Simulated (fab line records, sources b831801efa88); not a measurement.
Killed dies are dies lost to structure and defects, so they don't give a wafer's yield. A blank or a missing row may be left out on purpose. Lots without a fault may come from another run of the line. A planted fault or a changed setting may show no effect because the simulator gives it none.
Which tool did it? | flow sfq_line | 14 lots, 42 wafers sampled, at 1 step of a route of 325

WHAT THE GAUGES READ, wafer by wafer
The record holds no reading of a measuring or inspecting step that can be judged against a usual standard deviation.

WHICH TOOL RAN EACH LOT (tool, then ch and the chambers of the sampled wafers, then the start)
lot  | SFQ_TRILAYER_L0_DEP_SPUTTER_003
L990 | pvd_sputter-04, day 1 17:29
L991 | pvd_sputter-06, day 1 22:29
L992 | pvd_sputter-05, day 2 03:29
L993 | pvd_sputter-04, day 2 08:29
L994 | pvd_sputter-04, day 2 13:29
L995 | pvd_sputter-06, day 2 18:29
L996 | pvd_sputter-04, day 2 23:29
L997 | pvd_sputter-05, day 3 04:29
L100 | pvd_sputter-05, day 3 19:29
L101 | pvd_sputter-05, day 4 00:29
L102 | pvd_sputter-06, day 4 05:29
L107 | pvd_sputter-05, day 5 06:29
L108 | pvd_sputter-04, day 5 11:29
L111 | pvd_sputter-04, day 6 02:29
- SFQ_TRILAYER_L0_DEP_SPUTTER_003: material MoNx KI, target thk 40 nm, time 100 s.

WHAT THE TOOLS THEMSELVES READ (means of the sampled wafers that have a number; where no wafer has one, the mark that the record gives instead)
SFQ_TRILAYER_L0_DEP_SPUTTER_003.
lot  | tool           | chamber_pressure_pa (Pa) | throttle_valve_pct (%)
L990 | pvd_sputter-04 | 0.3999                   | 30.9
L991 | pvd_sputter-06 | 0.4003                   | 29.2
L992 | pvd_sputter-05 | 0.3999                   | 30.8
L993 | pvd_sputter-04 | 0.3999                   | 30.5
L994 | pvd_sputter-04 | 0.3993                   | 31.0
L995 | pvd_sputter-06 | 0.4000                   | 28.6
L996 | pvd_sputter-04 | 0.3998                   | 31.2
L997 | pvd_sputter-05 | 0.3998                   | 31.2
L100 | pvd_sputter-05 | 0.3998                   | 30.9
L101 | pvd_sputter-05 | 0.4575                   | 28.9
L102 | pvd_sputter-06 | 0.4001                   | 30.4
L107 | pvd_sputter-05 | 0.4569                   | 28.8
L108 | pvd_sputter-04 | 0.3999                   | 31.0
L111 | pvd_sputter-04 | 0.3992                   | 30.9

THE ANSWER, worked out from the rows above alone
Rule: what is usual is taken from the lots themselves. Put in order of their means at a reading, lots are off if they are a third of the lots or fewer, leave a main group of 4 or more, and stand apart from it by a gap of 3 or more times the standard deviation of the main group's means; of several such gaps the widest counts. A main group whose means are all the same, to the digits that the tables above print for the reading, isn't used. A lot without any number at a reading at which 4 lots or more have one is off too. The other lots that the step has rows for count as sound. The gauges are gone through in route order, then the tools' own readings, and for those a lot's mean is taken as printed above. The first step at which some lot is off is used, and at that step the reading that is off furthest; a lot without a number counts as furthest.
Off: L101, L107, at SFQ_TRILAYER_L0_DEP_SPUTTER_003 (chamber_pressure_pa). The main group: mean 0.3998 Pa, standard deviation 0.00029.
A tool fits if, at that step or a process step before it, it ran every lot that is off, and no sound lot after the first of them. One fits: pvd_sputter-05 at SFQ_TRILAYER_L0_DEP_SPUTTER_003. Its last sound lot is L100 (day 3 19:29), its first lot that is off L101 (day 4 00:29): a fault that began between those two fits.
The tool's own readings at SFQ_TRILAYER_L0_DEP_SPUTTER_003 bear it out: on the lots that are off they differ by more than 5 times the standard deviation of the sound lots' means. chamber_pressure_pa reads 0.4572 Pa there against 0.3998 Pa on the sound lots.

WHAT THE SIMULATOR HAD PUT IN
Process parameter drift: pvd_sputter-05, from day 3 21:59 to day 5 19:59, at SFQ_TRILAYER_L0_DEP_SPUTTER_003. Setting chamber_pressure_pa, moved by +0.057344, from 0.4. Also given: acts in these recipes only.
Lots struck among those shown: L101, L107. The rule above found the same.
